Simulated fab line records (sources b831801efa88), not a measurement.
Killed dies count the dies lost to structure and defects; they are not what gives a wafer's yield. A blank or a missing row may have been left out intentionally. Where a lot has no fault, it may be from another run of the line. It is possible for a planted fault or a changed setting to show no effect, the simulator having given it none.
A struck lot beside a sound one + flow gf180mcu + 16 out of 602 route steps
Sound: these wafers, L437.2, L437.3, L437.5. Struck: wafers L454.2, L454.5, L454.6. The cause comes at the end.
At each step with rows: each side's tool, then ch and its chambers, then its first start. Under that, the readings that differ: sound wafers + struck wafers + difference of the means + sigmas: that difference in standard deviations of wafers without a fault.
alike: readings with means less than 2 such deviations apart, plus words and numbers identical on both sides. not compared: withheld readings, readings lacking a value on some wafer, bounds such as >300 that could conceal the same value, and numbers that have no deviation in the record and whose values overlap.
Wherever a step has rows on one side only, a row that says differs or no value, or a row with sigmas, the two part there. Numbers that have no deviation but don't overlap get no sigmas and don't part them. A reading missing from all wafers of one side parts the sides only when that side holds two or more wafers.

first, 1 step without rows for these wafers: GF_HV_LDD_IMPLANT_09.
GF_HV_LDD_STRIP_10: strips in O2/N2.
  sound on plasma asher-04 ch 1, day 9 22:56; struck on plasma asher-04 ch 0,1, day 15 04:22
  alike: drypump motor current A, heater power w, oes product au, strip time to endpoint s
  not compared: rf hours counter h
GF_HV_LDD_TW_MEAS_11:
  sound on film metro-04, day 9 23:02; struck on film metro-04, day 15 04:28
  alike: HV_LDD_TW
then, 7 steps without rows for these wafers: GF_HV_LDD_DEHYDRATE_12 (time 60 s); GF_HV_LDD_HMDS_13 (prime time 60 s); GF_HV_LDD_COAT_14 (resist thk 1000 nm); GF_HV_LDD_SOFTBAKE_15 (time 60 s); GF_HV_LDD_EXPOSE_16 (exposes mask Pplus LV AREA, target cd 400 nm); GF_HV_LDD_PEB_17; GF_HV_LDD_DEVELOP_18 (develop time 60 s).
GF_HV_LDD_CD_MEAS_19 targets a cd of 400 nm.
  sound on cd sem-02, day 10 15:42; struck on cd sem-01, day 16 02:43
  alike: cd nm
GF_HV_LDD_OVL_MEAS_20:
  sound on overlay-02, day 10 15:48; struck on overlay-01, day 16 02:50
  alike: HV_LDD_01_OVL
GF_HV_LDD_IMPLANT_21:
  struck on implanter-01, day 16 02:53; sound on implanter-02 ch 0, day 10 15:52
  no value came back on the struck wafers for beam energy keV, beam on s (s), implant ion amu; on the sound wafers beam energy keV reads 24.989 24.997 24.989
GF_HV_LDD_STRIP_22: strips in O2/N2.
  sound on plasma asher-02 ch 0,1, day 10 15:59; struck on plasma asher-02 ch 0,1, day 16 03:01
  alike: drypump motor current A, heater power w, oes product au, strip time to endpoint s
  not compared: rf hours counter h
GF_HV_LDD_TW_MEAS_23:
  sound on film metro-04, day 10 16:05; struck on film metro-03, day 16 03:07
| reading     | sound          | struck   | difference | sigmas      |
|-------------|----------------|----------|------------|-------------|
| HV_LDD_2_TW | 1046 1046 1045 | 30 30 30 | -1016      | -99 or more |
then, 1 step without rows for these wafers: GF_HV_LDD_DEHYDRATE_24 (time 60 s).

== WHERE THEY PART ==
At GF_HV_LDD_IMPLANT_21 first; at GF_HV_LDD_TW_MEAS_23 last (within this record only).

WHY: what had been put in by the simulator
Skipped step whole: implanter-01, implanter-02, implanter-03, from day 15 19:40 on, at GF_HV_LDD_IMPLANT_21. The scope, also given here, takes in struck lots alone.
